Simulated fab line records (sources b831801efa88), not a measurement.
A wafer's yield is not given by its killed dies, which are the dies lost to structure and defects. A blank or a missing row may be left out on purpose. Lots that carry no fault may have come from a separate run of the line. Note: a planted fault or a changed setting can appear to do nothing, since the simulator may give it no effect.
Which tool was responsible? ; flow gf180mcu ; 14 lots, 42 wafers sampled, at 4 steps of a route of 602

== WHAT THE GAUGES READ, wafer by wafer ==
GF_VT_IMPLANT_RS_MEAS_46: a four-point-probe measurement. Usual: MVSD_RS gives 456.2 ohm/sq (standard deviation 0.92).
lot;measured;on;MVSD_RS (ohm/sq);flag
L696;day 8 01:10;film_metro-02;456.4 456.4 456.7;
L699;day 8 13:44;film_metro-04;456.8 456.0 456.2;
L701;day 9 05:46;film_metro-04;457.1 455.5 457.2;
L702;day 9 08:16;film_metro-01;132.6 132.8 132.8;OFF
L703;day 9 16:40;film_metro-02;132.9 133.2 133.0;OFF
L708;day 10 22:14;film_metro-04;455.6 455.7 456.9;
L709;day 11 12:16;film_metro-04;457.1 458.2 457.4;
L711;day 11 19:56;film_metro-04;454.5 454.2 456.2;
L712;day 12 07:51;film_metro-01;454.4 455.4 455.6;
L714;day 12 18:35;film_metro-04;456.3 455.3 454.1;
L715;day 13 00:54;film_metro-02;456.4 456.4 456.9;
L716;day 13 08:17;film_metro-04;456.2 456.9 455.2;
L717;day 13 14:10;film_metro-02;456.9 457.3 457.4;
L718;day 13 21:29;film_metro-01;455.9 455.8 457.2;

GF_VT_IMPLANT_RS_MEAS_47: a four-point-probe measurement. Usual: NWELL_RS gives 487.7 ohm/sq (standard deviation 1.2).
lot;measured;on;NWELL_RS (ohm/sq);flag
L696;day 8 01:17;film_metro-02;488.8 488.5 488.7;
L699;day 8 13:51;film_metro-04;487.5 488.1 488.5;
L701;day 9 05:53;film_metro-04;485.8 488.0 487.3;
L702;day 9 08:23;film_metro-01;132.4 133.0 132.8;OFF
L703;day 9 16:47;film_metro-02;133.2 132.9 133.1;OFF
L708;day 10 22:21;film_metro-04;488.5 487.3 489.6;
L709;day 11 12:23;film_metro-04;488.2 488.9 487.7;
L711;day 11 20:04;film_metro-04;488.3 488.2 488.2;
L712;day 12 07:58;film_metro-01;488.3 487.7 486.8;
L714;day 12 18:43;film_metro-04;487.7 487.7 487.0;
L715;day 13 01:01;film_metro-02;488.8 486.3 487.7;
L716;day 13 08:25;film_metro-04;485.4 485.5 486.5;
L717;day 13 14:17;film_metro-02;486.5 487.5 488.0;
L718;day 13 21:36;film_metro-01;487.0 488.5 487.3;

GF_VT_IMPLANT_RS_MEAS_48: a four-point-probe measurement. Usual: LVPWELL_RS gives 1196 ohm/sq (standard deviation 3.3).
lot;measured;on;LVPWELL_RS (ohm/sq);flag
L696;day 8 01:25;film_metro-02;1198 1197 1194;
L699;day 8 13:58;film_metro-04;1197 1194 1197;
L701;day 9 06:01;film_metro-04;1198 1194 1194;
L702;day 9 08:31;film_metro-01;133 133 133;OFF
L703;day 9 16:54;film_metro-02;133 133 133;OFF
L708;day 10 22:28;film_metro-04;1197 1201 1200;
L709;day 11 12:30;film_metro-04;1192 1195 1193;
L711;day 11 20:11;film_metro-04;1198 1197 1196;
L712;day 12 08:05;film_metro-01;1202 1197 1201;
L714;day 12 18:50;film_metro-04;1192 1195 1194;
L715;day 13 01:08;film_metro-02;1200 1197 1199;
L716;day 13 08:32;film_metro-04;1194 1195 1196;
L717;day 13 14:25;film_metro-02;1200 1195 1197;
L718;day 13 21:43;film_metro-01;1195 1192 1192;

== WHICH TOOL RAN EACH LOT (tool, then ch and the chambers of the sampled wafers, then the start) ==
lot;GF_VT_IMPLANT_RTA_45
L696;rtp_anneal-02 ch 0, day 8 01:04
L699;rtp_anneal-02 ch 0, day 8 13:38
L701;rtp_anneal-01 ch 0, day 9 05:40
L702;rtp_anneal-02, day 9 08:10
L703;rtp_anneal-02, day 9 16:33
L708;rtp_anneal-01 ch 0, day 10 22:08
L709;rtp_anneal-02 ch 0, day 11 12:09
L711;rtp_anneal-01 ch 0, day 11 19:50
L712;rtp_anneal-01 ch 0, day 12 07:45
L714;rtp_anneal-02 ch 0, day 12 18:29
L715;rtp_anneal-01 ch 0, day 13 00:48
L716;rtp_anneal-02 ch 0, day 13 08:11
L717;rtp_anneal-02 ch 0, day 13 14:04
L718;rtp_anneal-02 ch 0, day 13 21:23
- GF_VT_IMPLANT_RTA_45: time 30 s.

== WHAT THE TOOLS THEMSELVES READ (means of the sampled wafers that have a number; where no wafer has one, the mark that the record gives instead) ==
GF_VT_IMPLANT_RTA_45. Usual: anneal_temp_c_max 1055.9, standard deviation 1.3; chamber_o2_ppm 2.002, standard deviation 0.023; lamp_power_pct 34.9 %, standard deviation 2.1; wafer_temp_C_max 1055.7, standard deviation 1.3.
lot;tool;anneal_temp_c_max;chamber_o2_ppm;lamp_power_pct (%);wafer_temp_C_max;flag
L696;rtp_anneal-02;1056.5;2.002;37.0;1055.5;
L699;rtp_anneal-02;1055.2;1.991;36.9;1055.3;
L701;rtp_anneal-01;1056.7;2.007;32.8;1056.3;
L702;rtp_anneal-02;-;-;-;-;OFF
L703;rtp_anneal-02;-;-;-;-;OFF
L708;rtp_anneal-01;1056.6;1.983;32.8;1056.5;
L709;rtp_anneal-02;1055.6;1.972;36.9;1055.7;
L711;rtp_anneal-01;1057.1;1.994;32.8;1056.5;
L712;rtp_anneal-01;1058.2;1.999;32.8;1058.0;
L714;rtp_anneal-02;1054.8;2.010;36.9;1054.3;
L715;rtp_anneal-01;1056.3;2.005;32.8;1055.9;
L716;rtp_anneal-02;1055.3;2.006;36.9;1054.7;
L717;rtp_anneal-02;1055.8;2.029;36.9;1054.5;
L718;rtp_anneal-02;1055.5;2.007;36.9;1055.0;

== THE ANSWER, worked out from the rows above alone ==
Rule: lot off if the mean of its wafers having a number is beyond 3 standard deviations from the usual mean. Also off: a lot with no number at a reading for which 4 or more lots have one. The other lots that the step has rows for count as sound. After the gauges, taken in route order, come the tools' own readings; for these a lot's mean is taken, as printed above. At the first step where some lot is off, the reading lying furthest off is the one used; lots without a number count as furthest.
Off: L702, L703, seen at GF_VT_IMPLANT_RS_MEAS_46 (MVSD_RS).
A tool fits if, at a process step before that reading, it ran every lot that is off, and no sound lot after the first of them. Not tried: the gauges at GF_VT_IMPLANT_RS_MEAS_46; whatever is off there is also off at GF_VT_IMPLANT_RTA_45, on other tools, and gauge error can't account for it. None of those tried fits.

== WHAT THE SIMULATOR HAD INSERTED ==
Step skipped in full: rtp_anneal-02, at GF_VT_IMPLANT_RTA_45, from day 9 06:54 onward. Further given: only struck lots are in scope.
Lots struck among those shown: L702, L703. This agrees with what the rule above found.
